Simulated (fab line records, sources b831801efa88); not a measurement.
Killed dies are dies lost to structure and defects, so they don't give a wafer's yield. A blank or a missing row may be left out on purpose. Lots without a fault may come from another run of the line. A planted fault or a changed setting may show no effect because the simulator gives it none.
Which tool did it? | flow gf180mcu | 7 lots, 21 wafers sampled, at 2 steps of a route of 602

WHAT THE GAUGES READ, wafer by wafer
GF_MVPSD_OVL_MEAS_07.
lot  | measured     | on         | MVPSD_OVL (nm)
L984 | day 5 18:46  | overlay-02 | -0.9 1.6 1.4
L986 | day 6 05:41  | overlay-02 | 0.6 -0.4 -0.6
L989 | day 6 23:49  | overlay-02 | 1.2 -1.2 1.4
L991 | day 7 12:17  | overlay-01 | -1.5 -0.1 -2.7
L101 | day 9 22:19  | overlay-01 | -2.1 -1.1 -1.2
L103 | day 10 09:11 | overlay-01 | 0.0 -0.7 0.0
L105 | day 11 00:41 | overlay-01 | -1.2 -2.0 -1.2

WHICH TOOL RAN EACH LOT (tool, then ch and the chambers of the sampled wafers, then the start)
lot  | GF_NWELL_STRIP_10
L984 | plasma_asher-03 ch 0,1, day 3 22:46
L986 | plasma_asher-02 ch 0,1, day 4 08:51
L989 | plasma_asher-04 ch 0,1, day 5 00:57
L991 | plasma_asher-02 ch 1, day 5 11:46
L101 | plasma_asher-02 ch 0,1, day 7 16:22
L103 | plasma_asher-04 ch 0,1, day 8 03:28
L105 | plasma_asher-04 ch 0,1, day 8 16:33
- GF_NWELL_STRIP_10: strips in O2/N2.

THE ANSWER, worked out from the rows above alone
Rule: what is usual is taken from the lots themselves. Put in order of their means at a reading, lots are off if they are a third of the lots or fewer, leave a main group of 4 or more, and stand apart from it by a gap of 3 or more times the standard deviation of the main group's means; of several such gaps the widest counts. A main group whose means are all the same, to the digits that the tables above print for the reading, isn't used. A lot without any number at a reading at which 4 lots or more have one is off too. The other lots that the step has rows for count as sound.
No lot is off at any reading shown: from this, nothing can be told.

WHAT THE SIMULATOR HAD PUT IN
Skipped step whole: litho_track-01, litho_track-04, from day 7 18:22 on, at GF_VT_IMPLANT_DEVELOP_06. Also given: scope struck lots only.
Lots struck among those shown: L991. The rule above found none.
